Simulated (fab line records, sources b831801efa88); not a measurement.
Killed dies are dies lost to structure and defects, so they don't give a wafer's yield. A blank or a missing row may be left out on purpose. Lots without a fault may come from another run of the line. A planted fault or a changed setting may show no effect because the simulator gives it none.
One fault seen from 2 desks | flow sky130 | each desk has only its own numbers; what lay behind them comes last

THE TOOL OWNER'S DESK: implanter-04
The tool's own readings at SKY_LDD_HVP_IMPLANT_08: means of the sampled wafers that have a number, for each lot that ran on this tool. A lot is out of limits, marked OUT, if its mean lies more than 4 standard deviations from the usual mean; the brackets give that distance.
Columns: A = beam_energy_keV at SKY_LDD_HVP_IMPLANT_08, usual 20.000; B = beam_on_s at SKY_LDD_HVP_IMPLANT_08, usual 9.99 s; C = dose_ions_cm2 at SKY_LDD_HVP_IMPLANT_08, usual 1.7002e+13; D = faraday_current_uA at SKY_LDD_HVP_IMPLANT_08, usual 96.0
lot  | first seen here | A      | B     | C                            | D
L767 | day 21 19:11    | 19.989 | 10.09 | 1.7026e+13                   | 95.2
L774 | day 24 14:53    | 19.991 | 10.17 | 1.7000e+13                   | 94.3
L779 | day 26 18:48    | 19.996 | 10.04 | 1.4952e+13 (-99 or more) OUT | 83.9 (-6.0) OUT
L780 | day 26 18:59    | 20.005 | 10.02 | 1.4922e+13 (-99 or more) OUT | 84.0 (-6.0) OUT
L789 | day 29 16:52    | 20.005 | 9.71  | 1.7013e+13                   | 98.6
This desk's finding: out of limits on L779, L780; first on L779, day 26 18:48 (dose_ions_cm2 at SKY_LDD_HVP_IMPLANT_08). In limits: L767, L774, L789.

THE METROLOGY DESK
What the gauges read, lot by lot, whatever tool the lot ran on: means of the sampled wafers that have a number. A lot is out of limits, marked OUT, if its mean lies more than 4 standard deviations from the usual mean; the brackets give that distance.
Columns: A = LDD_HVP_TW at SKY_LDD_HVP_TW_MEAS_10, usual 457.1; B = LI_CONTACT_OVL at SKY_LI_CONTACT_OVL_MEAS_13, usual 1 nm; C = cd_nm at SKY_VIA2_CD_MEAS_12, usual 199.9 nm
lot  | first seen here | A                | B  | C
L767 | day 21 19:26    | 456.2            | -5 | 198.7
L768 | day 22 08:26    | 456.3            | 4  | 200.0
L770 | day 23 03:34    | 459.0            | 4  | 197.4
L771 | day 23 18:17    | 456.3            | 3  | 200.2
L772 | day 24 11:27    | 455.8            | -3 | 199.1
L774 | day 24 15:08    | 454.3            | -2 | 200.9
L778 | day 26 15:11    | 457.0            | 3  | 197.3
L779 | day 26 19:03    | 435.1 (-9.6) OUT | 0  | 202.1
L780 | day 26 19:13    | 441.1 (-7.0) OUT | 11 | 201.2
L781 | day 26 22:47    | 457.1            | -4 | 201.3
L788 | day 29 12:09    | 457.3            | 1  | 200.0
L789 | day 29 17:06    | 456.1            | 4  | 198.0
This desk's finding: out of limits on L779, L780; first on L779, day 26 19:03 (LDD_HVP_TW at SKY_LDD_HVP_TW_MEAS_10). In limits: L767, L768, L770, L771, L772, L774, L778, L781, L788, L789.

PUT TOGETHER
The tool owner's desk could have raised an alarm at day 26 18:48, on L779, L780.
The metrology desk could have raised an alarm at day 26 19:03, on L779, L780.
Of the lots named, all ran SKY_LDD_HVP_IMPLANT_08 on implanter-04.

WHAT THE SIMULATOR HAD PUT IN
Process parameter drift: implanter-04, from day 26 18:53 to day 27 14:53, at SKY_LDD_HVP_IMPLANT_08. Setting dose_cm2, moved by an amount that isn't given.
Lots struck among those shown: L779, L780.
